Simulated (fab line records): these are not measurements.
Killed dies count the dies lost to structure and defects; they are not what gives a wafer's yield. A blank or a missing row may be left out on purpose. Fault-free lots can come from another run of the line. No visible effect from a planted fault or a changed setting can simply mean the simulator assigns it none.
What tool caused it?	flow gf180mcu	13 lots with 39 wafers sampled at 4 steps, on a route of 602 steps

## WHAT EACH GAUGE READ, for each wafer
GF_STI_BOW_MEAS_00. Usual: INCOMING_BOW typically reads 0 um, with standard deviation 6.2.
lot	measured	on	INCOMING_BOW (um)	flag
L820	day 1 15:00	film-metro-04	5 9 2	
L822	day 2 01:01	film-metro-01	4 -9 -7	
L824	day 2 11:03	film-metro-01	5 0 -3	
L825	day 2 16:00	film-metro-01	3 0 -9	
L827	day 3 02:00	film-metro-01	-2 10 0	
L828	day 3 07:00	film-metro-01	17 2 -10	
L830	day 3 17:01	film-metro-01	8 -1 1	
L831	day 3 22:00	film-metro-02	6 0 5	
L837	day 5 04:01	film-metro-04	-7 -5 -14	
L839	day 5 14:01	film-metro-04	-11 -2 -4	
L840	day 5 19:00	film-metro-04	5 3 7	
L841	day 6 00:01	film-metro-01	-7 11 -8	
L842	day 6 05:00	film-metro-02	3 0 12	

GF_VT_IMPLANT_OVL_MEAS_29. Usual: VT_IMPLANT_02_OVL typically reads -0.8 nm, with standard deviation 1.1.
lot	measured	on	VT_IMPLANT_02_OVL (nm)	flag
L820	day 7 04:16	overlay-01	-1.1 -1.5 -0.7	
L822	day 7 16:31	overlay-02	-1.4 -0.6 -0.7	
L824	day 8 04:01	overlay-02	-1.6 -0.9 -2.1	
L825	day 8 11:22	overlay-01	-1.0 -0.4 -1.3	
L827	day 9 00:07	overlay-02	-0.7 -0.6 -0.3	
L828	day 9 05:19	overlay-02	-1.5 -2.3 -2.9	
L830	day 9 22:19	overlay-01	0.1 -1.7 -0.5	
L831	day 10 04:04	overlay-01	-1.2 -2.2 -0.1	
L837	day 11 19:49	overlay-02	-1.6 -2.4 -2.5	
L839	day 12 06:55	overlay-02	-0.6 0.1 -1.4	
L840	day 12 12:58	overlay-02	-1.5 -0.1 -0.2	
L841	day 12 19:28	overlay-01	-1.6 0.7 0.5	
L842	day 13 03:46	overlay-02	0.8 0.7 -0.2	

## WHICH TOOL RAN EACH LOT (tool, then ch and the chambers of the sampled wafers, then the start)
lot	GF_NWELL_EXPOSE_04	GF_VT_IMPLANT_STRIP_09
L820	iline-stepper-01 ch 0, day 3 08:08	plasma-asher-01 ch 0,1, day 5 21:54
L822	iline-stepper-01 ch 0, day 3 16:25	plasma-asher-04 ch 0,1, day 6 09:12
L824	iline-stepper-02 ch 0, day 4 03:08	plasma-asher-01 ch 0,1, day 6 20:15
L825	iline-stepper-01 ch 0, day 4 08:20	plasma-asher-04 ch 0,1, day 7 03:06
L827	iline-stepper-02 ch 0, day 4 18:46	plasma-asher-01 ch 0,1, day 7 15:24
L828	iline-stepper-02 ch 0, day 4 23:22	plasma-asher-04 ch 0,1, day 7 20:21
L830	iline-stepper-02 ch 0, day 5 12:08	plasma-asher-02 ch 0,1, day 8 11:06
L831	iline-stepper-01 ch 0, day 5 16:47	plasma-asher-02 ch 0, day 8 18:30
L837	iline-stepper-02 ch 0, day 7 02:40	plasma-asher-02 ch 0,1, day 10 07:51
L839	iline-stepper-02 ch 0, day 7 12:50	plasma-asher-04 ch 0,1, day 10 18:33
L840	iline-stepper-01 ch 0, day 7 17:17	plasma-asher-04 ch 0,1, day 11 00:24
L841	iline-stepper-02 ch 0, day 8 00:34	plasma-asher-02 ch 0,1, day 11 07:15
L842	iline-stepper-02 ch 0, day 8 06:13	plasma-asher-02 ch 0,1, day 11 14:12
- GF_NWELL_EXPOSE_04: exposes mask Nwell, target cd 860 nm.
- GF_VT_IMPLANT_STRIP_09: strips in O2/N2.

## WHAT THE TOOLS THEMSELVES READ (means of the sampled wafers that have a number; where no wafer has one, the mark that the record gives instead)
GF_NWELL_EXPOSE_04. Usual: 259.99 for exposure-dose-mJ-cm2, sd 0.28.
lot	tool	exposure-dose-mJ-cm2	flag
L820	iline-stepper-01	260.41	
L822	iline-stepper-01	260.16	
L824	iline-stepper-02	259.83	
L825	iline-stepper-01	260.03	
L827	iline-stepper-02	260.20	
L828	iline-stepper-02	260.36	
L830	iline-stepper-02	259.93	
L831	iline-stepper-01	259.77	
L837	iline-stepper-02	260.11	
L839	iline-stepper-02	260.19	
L840	iline-stepper-01	260.30	
L841	iline-stepper-02	260.04	
L842	iline-stepper-02	260.00	

GF_VT_IMPLANT_STRIP_09. Usual: chamber-pressure-mTorr 1499.7 mTorr, standard deviation 1.4; drypump-motor-current-A 5.9 A, standard deviation 0.49; heater-power-w 333 W, standard deviation 28; o2-flow-sccm 3002 sccm, standard deviation 9.4; oes-product-au 0.716 a.u., standard deviation 0.0049; strip-time-to-endpoint-s 12.60 s, standard deviation 0.033.
lot	tool	chamber-pressure-mTorr (mTorr)	drypump-motor-current-A (A)	heater-power-w (W)	o2-flow-sccm (sccm)	oes-product-au (a.u.)	strip-time-to-endpoint-s (s)	flag
L820	plasma-asher-01	1500.4	5.3	310	2996	0.713	12.59	
L822	plasma-asher-04	1500.2	5.9	345	3005	0.716	12.66	
L824	plasma-asher-01	1499.7	5.5	328	3005	0.715	12.58	
L825	plasma-asher-04	1500.1	5.9	346	2996	0.719	12.59	
L827	plasma-asher-01	1498.2	5.5	325	2986	0.718	12.57	
L828	plasma-asher-04	1501.1	6.1	365	3001	0.711	12.55	
L830	plasma-asher-02	1500.9	6.4	324	3015	0.719	12.59	
L831	plasma-asher-02	1500.1	5.8	350	3009	0.717	12.61	
L837	plasma-asher-02	1500.2	6.4	320	3007	0.715	12.58	
L839	plasma-asher-04	1499.3	6.1	362	3002	0.717	12.63	
L840	plasma-asher-04	1498.5	6.1	368	2993	0.713	12.59	
L841	plasma-asher-02	1499.0	6.0	339	3008	0.715	12.59	
L842	plasma-asher-02	1499.8	6.1	344	3000	0.712	12.62	

## THE ANSWER, worked out from the rows above alone
Rule: take the mean of a lot's wafers that have a number; if it is more than 3 standard deviations from the usual mean, the lot is off. Also off: a lot with no number at a reading for which 4 or more lots have one. The other lots that the step has rows for count as sound. Order of review: gauges by route order, followed by the tools' own readings, for which a lot's mean as printed above is used. The first step at which some lot is off is used, and at that step the reading that is off furthest; a lot without a number counts as furthest.
Nothing can be told from this: no lot is off at any reading shown.

## WHAT WAS PUT IN BY THE SIMULATOR
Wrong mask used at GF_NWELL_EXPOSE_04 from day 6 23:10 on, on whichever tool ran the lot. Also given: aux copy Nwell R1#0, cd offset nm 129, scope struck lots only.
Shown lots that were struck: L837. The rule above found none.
